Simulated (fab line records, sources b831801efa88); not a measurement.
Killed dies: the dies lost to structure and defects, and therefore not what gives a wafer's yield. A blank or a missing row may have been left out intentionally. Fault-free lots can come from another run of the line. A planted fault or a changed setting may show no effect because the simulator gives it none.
Which of the tools did it? / flow sky130 / 10 lots, 30 wafers sampled, at 6 steps of a route of 708

## WHAT THE GAUGES SHOWED, per wafer
SKY_SPACER_THK_MEAS_01. Usual: SPACER_CVD_00_THK 43.4 nm, standard deviation 0.44.
lot=L195; measured=day 22 20:26; on=film metro-03; SPACER_CVD_00_THK (nm)=43.6 43.8 43.2; flag=
lot=L196; measured=day 23 09:16; on=film metro-02; SPACER_CVD_00_THK (nm)=43.6 43.6 43.1; flag=
lot=L197; measured=day 23 14:35; on=film metro-02; SPACER_CVD_00_THK (nm)=43.0 43.3 42.9; flag=
lot=L200; measured=day 24 15:58; on=film metro-01; SPACER_CVD_00_THK (nm)=43.1 42.8 42.7; flag=
lot=L201; measured=day 25 04:39; on=film metro-03; SPACER_CVD_00_THK (nm)=43.3 43.9 43.5; flag=
lot=L204; measured=day 26 04:08; on=film metro-03; SPACER_CVD_00_THK (nm)=43.2 43.1 43.1; flag=
lot=L203; measured=day 26 05:41; on=film metro-02; SPACER_CVD_00_THK (nm)=43.7 43.9 43.9; flag=
lot=L206; measured=day 26 17:34; on=film metro-03; SPACER_CVD_00_THK (nm)=44.0 43.9 43.8; flag=
lot=L213; measured=day 29 05:32; on=film metro-02; SPACER_CVD_00_THK (nm)=35.5 35.3 35.4; flag=OFF
lot=L214; measured=day 29 19:40; on=film metro-03; SPACER_CVD_00_THK (nm)=35.1 35.1 34.8; flag=OFF

SKY_VIA1_THK_MEAS_23: measures by xrf. Usual: VIA1_W_THK 271 nm, standard deviation 4.1.
lot=L195; measured=day 33 19:38; on=film metro-03; VIA1_W_THK (nm)=270 269 273; flag=
lot=L196; measured=day 34 05:20; on=film metro-04; VIA1_W_THK (nm)=274 271 277; flag=
lot=L197; measured=day 34 11:54; on=film metro-04; VIA1_W_THK (nm)=280 271 278; flag=
lot=L200; measured=day 35 09:20; on=film metro-04; VIA1_W_THK (nm)=275 271 274; flag=
lot=L201; measured=day 35 22:23; on=film metro-04; VIA1_W_THK (nm)=279 271 279; flag=
lot=L204; measured=day 36 19:33; on=film metro-01; VIA1_W_THK (nm)=265 264 264; flag=
lot=L203; measured=day 36 20:07; on=film metro-04; VIA1_W_THK (nm)=273 269 265; flag=
lot=L206; measured=day 37 07:57; on=film metro-04; VIA1_W_THK (nm)=273 267 279; flag=
lot=L213; measured=day 39 14:43; on=film metro-01; VIA1_W_THK (nm)=277 266 272; flag=
lot=L214; measured=day 40 02:01; on=film metro-03; VIA1_W_THK (nm)=269 271 269; flag=

## EACH LOT AND THE TOOL THAT RAN IT (in order: tool; ch and the chambers of the sampled wafers; start)
lot=L195; SKY_SPACER_CVD_00=lpcvd-02 ch 0, day 22 19:14; SKY_SPACER_ETCHBACK_02=rie diel-03 ch 1,2, day 22 20:30; SKY_CONTACT_STRIP_19=plasma asher-02 ch 0,1, day 31 09:21; SKY_METAL1_STRIP_20=plasma asher-01 ch 0,1, day 32 14:36
lot=L196; SKY_SPACER_CVD_00=lpcvd-02 ch 1, day 23 08:02; SKY_SPACER_ETCHBACK_02=rie diel-03 ch 0,1,2, day 23 09:18; SKY_CONTACT_STRIP_19=plasma asher-04 ch 0,1, day 31 20:14; SKY_METAL1_STRIP_20=plasma asher-02 ch 0,1, day 33 01:19
lot=L197; SKY_SPACER_CVD_00=lpcvd-02 ch 0, day 23 13:23; SKY_SPACER_ETCHBACK_02=rie diel-02 ch 1,2,3, day 23 14:39; SKY_CONTACT_STRIP_19=plasma asher-01 ch 0,1, day 32 02:37; SKY_METAL1_STRIP_20=plasma asher-02 ch 0,1, day 33 07:20
lot=L200; SKY_SPACER_CVD_00=lpcvd-02 ch 0, day 24 14:46; SKY_SPACER_ETCHBACK_02=rie diel-04 ch 0,1,2, day 24 16:01; SKY_CONTACT_STRIP_19=plasma asher-04 ch 1, day 33 01:24; SKY_METAL1_STRIP_20=plasma asher-03 ch 0,1, day 34 04:39
lot=L201; SKY_SPACER_CVD_00=lpcvd-02 ch 0, day 25 03:26; SKY_SPACER_ETCHBACK_02=rie diel-02 ch 0,1,3, day 25 04:43; SKY_CONTACT_STRIP_19=plasma asher-04 ch 0,1, day 33 13:06; SKY_METAL1_STRIP_20=plasma asher-03 ch 0,1, day 34 17:30
lot=L204; SKY_SPACER_CVD_00=lpcvd-02 ch 0, day 26 02:56; SKY_SPACER_ETCHBACK_02=rie diel-03 ch 1,2, day 26 04:12; SKY_CONTACT_STRIP_19=plasma asher-01 ch 0,1, day 34 10:32; SKY_METAL1_STRIP_20=plasma asher-01 ch 0,1, day 35 15:09
lot=L203; SKY_SPACER_CVD_00=lpcvd-02 ch 0, day 26 04:29; SKY_SPACER_ETCHBACK_02=rie diel-02 ch 0,2,3, day 26 05:45; SKY_CONTACT_STRIP_19=plasma asher-04 ch 0,1, day 34 12:07; SKY_METAL1_STRIP_20=plasma asher-02 ch 0,1, day 35 15:56
lot=L206; SKY_SPACER_CVD_00=lpcvd-02 ch 1, day 26 16:21; SKY_SPACER_ETCHBACK_02=rie diel-03 ch 0,1,2, day 26 17:37; SKY_CONTACT_STRIP_19=plasma asher-02 ch 0,1, day 34 22:22; SKY_METAL1_STRIP_20=plasma asher-03 ch 1, day 36 03:08
lot=L213; SKY_SPACER_CVD_00=lpcvd-02 ch 1, day 29 03:42; SKY_SPACER_ETCHBACK_02=rie diel-03 ch 0,1,3, day 29 05:36; SKY_CONTACT_STRIP_19=plasma asher-04 ch 0,1, day 37 07:54; SKY_METAL1_STRIP_20=plasma asher-03 ch 0,1, day 38 11:35
lot=L214; SKY_SPACER_CVD_00=lpcvd-02 ch 1, day 29 18:28; SKY_SPACER_ETCHBACK_02=rie diel-02 ch 1,2,3, day 29 19:43; SKY_CONTACT_STRIP_19=plasma asher-02 ch 0, day 37 18:58; SKY_METAL1_STRIP_20=plasma asher-03 ch 0,1, day 38 22:26
- SKY_SPACER_CVD_00: deposits Si3N4 from DCS/NH3, target thk 43.1 nm, time 740 s.
- SKY_SPACER_ETCHBACK_02: etches Si3N4 in CH3F/O2, stops on SiO2, time 46.7 s, target depth 45 nm.
- SKY_CONTACT_STRIP_19: strips in O2/N2.
- SKY_METAL1_STRIP_20: strips in O2/N2.

## AS READ BY THE TOOLS THEMSELVES (means over the sampled wafers that have a number; for cases with no such wafer, the mark the record gives instead)
SKY_SPACER_CVD_00. Usual: pressure mtorr 250.1 mTorr, standard deviation 0.51; spike tc upper C 767.8 C, standard deviation 1.5; zone power bottom pct 20.9 %, standard deviation 0.67; zone power lower pct 13.9 %, standard deviation 1.6.
lot=L195; tool=lpcvd-02; pressure mtorr (mTorr)=250.4; spike tc upper C (C)=769.1; zone power bottom pct (%)=20.4; zone power lower pct (%)=12.4; flag=
lot=L196; tool=lpcvd-02; pressure mtorr (mTorr)=249.9; spike tc upper C (C)=766.4; zone power bottom pct (%)=21.7; zone power lower pct (%)=15.4; flag=
lot=L197; tool=lpcvd-02; pressure mtorr (mTorr)=249.4; spike tc upper C (C)=769.5; zone power bottom pct (%)=20.4; zone power lower pct (%)=12.2; flag=
lot=L200; tool=lpcvd-02; pressure mtorr (mTorr)=250.6; spike tc upper C (C)=768.9; zone power bottom pct (%)=20.1; zone power lower pct (%)=12.4; flag=
lot=L201; tool=lpcvd-02; pressure mtorr (mTorr)=250.8; spike tc upper C (C)=768.7; zone power bottom pct (%)=20.4; zone power lower pct (%)=12.1; flag=
lot=L204; tool=lpcvd-02; pressure mtorr (mTorr)=249.7; spike tc upper C (C)=768.6; zone power bottom pct (%)=20.4; zone power lower pct (%)=12.3; flag=
lot=L203; tool=lpcvd-02; pressure mtorr (mTorr)=250.2; spike tc upper C (C)=769.2; zone power bottom pct (%)=20.3; zone power lower pct (%)=12.3; flag=
lot=L206; tool=lpcvd-02; pressure mtorr (mTorr)=250.4; spike tc upper C (C)=766.8; zone power bottom pct (%)=21.4; zone power lower pct (%)=15.5; flag=
lot=L213; tool=lpcvd-02; pressure mtorr (mTorr)=125.1; spike tc upper C (C)=765.5; zone power bottom pct (%)=21.6; zone power lower pct (%)=15.4; flag=OFF
lot=L214; tool=lpcvd-02; pressure mtorr (mTorr)=124.9; spike tc upper C (C)=766.7; zone power bottom pct (%)=21.6; zone power lower pct (%)=15.4; flag=OFF

SKY_SPACER_ETCHBACK_02. Usual: chamber pressure mTorr 25.003 mTorr, standard deviation 0.022; drypump motor current A 5.9 A, standard deviation 0.43; oes product au 0.858 a.u., standard deviation 0.0068; throttle valve pct 10.563 %, standard deviation 0.0089.
lot=L195; tool=rie diel-03; chamber pressure mTorr (mTorr)=25.004; drypump motor current A (A)=5.9; oes product au (a.u.)=0.857; throttle valve pct (%)=10.556; flag=
lot=L196; tool=rie diel-03; chamber pressure mTorr (mTorr)=24.993; drypump motor current A (A)=5.6; oes product au (a.u.)=0.859; throttle valve pct (%)=10.568; flag=
lot=L197; tool=rie diel-02; chamber pressure mTorr (mTorr)=25.010; drypump motor current A (A)=6.3; oes product au (a.u.)=0.857; throttle valve pct (%)=10.563; flag=
lot=L200; tool=rie diel-04; chamber pressure mTorr (mTorr)=25.015; drypump motor current A (A)=5.9; oes product au (a.u.)=0.851; throttle valve pct (%)=10.563; flag=
lot=L201; tool=rie diel-02; chamber pressure mTorr (mTorr)=25.003; drypump motor current A (A)=6.1; oes product au (a.u.)=0.855; throttle valve pct (%)=10.570; flag=
lot=L204; tool=rie diel-03; chamber pressure mTorr (mTorr)=25.021; drypump motor current A (A)=5.7; oes product au (a.u.)=0.853; throttle valve pct (%)=10.556; flag=
lot=L203; tool=rie diel-02; chamber pressure mTorr (mTorr)=25.018; drypump motor current A (A)=6.4; oes product au (a.u.)=0.864; throttle valve pct (%)=10.575; flag=
lot=L206; tool=rie diel-03; chamber pressure mTorr (mTorr)=24.985; drypump motor current A (A)=5.6; oes product au (a.u.)=0.868; throttle valve pct (%)=10.568; flag=
lot=L213; tool=rie diel-03; chamber pressure mTorr (mTorr)=24.992; drypump motor current A (A)=5.3; oes product au (a.u.)=0.775; throttle valve pct (%)=10.547; flag=OFF
lot=L214; tool=rie diel-02; chamber pressure mTorr (mTorr)=24.996; drypump motor current A (A)=6.3; oes product au (a.u.)=0.765; throttle valve pct (%)=10.554; flag=OFF

SKY_CONTACT_STRIP_19. Usual: chamber pressure mTorr 1500.0 mTorr, standard deviation 1.3; drypump motor current A 5.6 A, standard deviation 0.43; oes product au 0.380 a.u., standard deviation 0.0043; strip time to endpoint s 3.606 s, standard deviation 0.023.
lot=L195; tool=plasma asher-02; chamber pressure mTorr (mTorr)=1500.2; drypump motor current A (A)=5.9; oes product au (a.u.)=0.378; strip time to endpoint s (s)=3.598; flag=
lot=L196; tool=plasma asher-04; chamber pressure mTorr (mTorr)=1500.0; drypump motor current A (A)=5.7; oes product au (a.u.)=0.381; strip time to endpoint s (s)=3.604; flag=
lot=L197; tool=plasma asher-01; chamber pressure mTorr (mTorr)=1500.5; drypump motor current A (A)=5.4; oes product au (a.u.)=0.379; strip time to endpoint s (s)=3.598; flag=
lot=L200; tool=plasma asher-04; chamber pressure mTorr (mTorr)=1499.7; drypump motor current A (A)=5.8; oes product au (a.u.)=0.380; strip time to endpoint s (s)=3.595; flag=
lot=L201; tool=plasma asher-04; chamber pressure mTorr (mTorr)=1499.1; drypump motor current A (A)=5.7; oes product au (a.u.)=0.378; strip time to endpoint s (s)=3.598; flag=
lot=L204; tool=plasma asher-01; chamber pressure mTorr (mTorr)=1500.7; drypump motor current A (A)=5.6; oes product au (a.u.)=0.383; strip time to endpoint s (s)=3.624; flag=
lot=L203; tool=plasma asher-04; chamber pressure mTorr (mTorr)=1502.3; drypump motor current A (A)=5.7; oes product au (a.u.)=0.379; strip time to endpoint s (s)=3.607; flag=
lot=L206; tool=plasma asher-02; chamber pressure mTorr (mTorr)=1500.3; drypump motor current A (A)=5.9; oes product au (a.u.)=0.377; strip time to endpoint s (s)=3.586; flag=
lot=L213; tool=plasma asher-04; chamber pressure mTorr (mTorr)=1501.0; drypump motor current A (A)=5.7; oes product au (a.u.)=0.382; strip time to endpoint s (s)=3.610; flag=
lot=L214; tool=plasma asher-02; chamber pressure mTorr (mTorr)=1500.7; drypump motor current A (A)=6.4; oes product au (a.u.)=0.382; strip time to endpoint s (s)=3.627; flag=

SKY_METAL1_STRIP_20. Usual: chamber pressure mTorr 1499.8 mTorr, standard deviation 1.3; drypump motor current A 5.6 A, standard deviation 0.62; oes product au 0.342 a.u., standard deviation 0.0043; strip time to endpoint s 2.67 s, standard deviation 0.043.
lot=L195; tool=plasma asher-01; chamber pressure mTorr (mTorr)=1499.2; drypump motor current A (A)=5.4; oes product au (a.u.)=0.343; strip time to endpoint s (s)=2.68; flag=
lot=L196; tool=plasma asher-02; chamber pressure mTorr (mTorr)=1499.1; drypump motor current A (A)=5.9; oes product au (a.u.)=0.343; strip time to endpoint s (s)=2.71; flag=
lot=L197; tool=plasma asher-02; chamber pressure mTorr (mTorr)=1499.4; drypump motor current A (A)=5.4; oes product au (a.u.)=0.342; strip time to endpoint s (s)=2.69; flag=
lot=L200; tool=plasma asher-03; chamber pressure mTorr (mTorr)=1499.4; drypump motor current A (A)=5.3; oes product au (a.u.)=0.341; strip time to endpoint s (s)=2.64; flag=
lot=L201; tool=plasma asher-03; chamber pressure mTorr (mTorr)=1500.7; drypump motor current A (A)=5.4; oes product au (a.u.)=0.341; strip time to endpoint s (s)=2.71; flag=
lot=L204; tool=plasma asher-01; chamber pressure mTorr (mTorr)=1499.5; drypump motor current A (A)=5.4; oes product au (a.u.)=0.336; strip time to endpoint s (s)=2.67; flag=
lot=L203; tool=plasma asher-02; chamber pressure mTorr (mTorr)=1501.5; drypump motor current A (A)=5.9; oes product au (a.u.)=0.343; strip time to endpoint s (s)=2.66; flag=
lot=L206; tool=plasma asher-03; chamber pressure mTorr (mTorr)=1499.1; drypump motor current A (A)=4.9; oes product au (a.u.)=0.343; strip time to endpoint s (s)=2.70; flag=
lot=L213; tool=plasma asher-03; chamber pressure mTorr (mTorr)=1499.6; drypump motor current A (A)=5.8; oes product au (a.u.)=0.343; strip time to endpoint s (s)=2.59; flag=
lot=L214; tool=plasma asher-03; chamber pressure mTorr (mTorr)=1500.6; drypump motor current A (A)=5.8; oes product au (a.u.)=0.339; strip time to endpoint s (s)=2.69; flag=

## THE ANSWER, worked out from the rows above alone
Rule: a lot counts as off when the mean over its wafers that have a number is more than 3 standard deviations away from the usual mean. Also off: a lot with no number at a reading for which 4 or more lots have one. Any other lot the step has rows for is counted as sound. First the gauges in route order, then the tools' own readings, where a lot's mean is used as printed above. The first step at which some lot is off is used, and at that step the reading that is off furthest; a lot without a number counts as furthest.
Off: at SKY_SPACER_THK_MEAS_01 (SPACER_CVD_00_THK), L213, L214.
A tool fits if, at a process step before that reading, it ran every lot that is off, and no sound lot after the first of them. Not tried: the gauges at SKY_SPACER_THK_MEAS_01; whatever is off there is also off at SKY_SPACER_CVD_00, on other tools, and gauge error can't account for it. One candidate fits, namely lpcvd-02 at SKY_SPACER_CVD_00. A fault onset in the window from L206 (day 26 16:21, its last sound lot) to L213 (day 29 03:42, its first lot off) fits.
On the lots that are off, the tool's own readings at SKY_SPACER_CVD_00 differ by more than 5 times the standard deviation of the sound lots' means, which bears it out; pressure mtorr reads 125.0 mTorr there versus 250.2 mTorr on the sound lots.

## WHAT THE SIMULATOR HAD PUT IN
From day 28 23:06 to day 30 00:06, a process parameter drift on lpcvd-02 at SKY_SPACER_CVD_00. Setting pressure mtorr shifted by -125 from 250. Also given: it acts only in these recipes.
Lots struck among those shown: L213, L214. The rule above reached the same finding.
